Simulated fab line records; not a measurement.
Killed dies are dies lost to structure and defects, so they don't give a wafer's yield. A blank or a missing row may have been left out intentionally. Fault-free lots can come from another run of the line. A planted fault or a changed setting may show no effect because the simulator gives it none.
Which tool was responsible? / flow sky130 / 18 wafers sampled from 6 lots at 1 step of a route of 708

## WHAT THE GAUGES READ, wafer by wafer
SKY_FIELD_ISO_THK_MEAS_02.
lot=L738; measured=day 1 18:59; on=filmMetro-01; FIELD_ISO_OXIDATION_00_THK (nm)=11.8 12.2 12.0
lot=L740; measured=day 2 03:14; on=filmMetro-03; FIELD_ISO_OXIDATION_00_THK (nm)=12.5 12.6 12.5
lot=L742; measured=day 2 13:29; on=filmMetro-03; FIELD_ISO_OXIDATION_00_THK (nm)=11.9 11.7 11.9
lot=L744; measured=day 2 23:11; on=filmMetro-03; FIELD_ISO_OXIDATION_00_THK (nm)=11.8 11.8 11.8
lot=L747; measured=day 3 13:38; on=filmMetro-01; FIELD_ISO_OXIDATION_00_THK (nm)=12.4 12.8 12.4
lot=L749; measured=day 4 00:56; on=filmMetro-03; FIELD_ISO_OXIDATION_00_THK (nm)=12.6 12.5 12.5

## WHAT TOOL EACH LOT RAN ON (gives the tool, then ch and the chambers of the sampled wafers, and finally the start)
Record: no process step prior to these readings.

## THE ANSWER, worked out from the rows above alone
Rule: usual is defined by the lots themselves. The widest of any qualifying gaps counts: lots, ordered by their means at a reading, are off when they make up no more than a third of the lots, leave a main group of 4 or more, and stand apart from it by 3 or more times the standard deviation of that group's means. If all means in a main group match to the digits the tables above print for the reading, that group is not used. A lot without any number at a reading at which 4 lots or more have one is off too. Where the step has rows for the other lots, those lots are counted as sound.
No lot is off at any reading shown: from this, nothing can be told.

## WHAT THE SIMULATOR PUT IN
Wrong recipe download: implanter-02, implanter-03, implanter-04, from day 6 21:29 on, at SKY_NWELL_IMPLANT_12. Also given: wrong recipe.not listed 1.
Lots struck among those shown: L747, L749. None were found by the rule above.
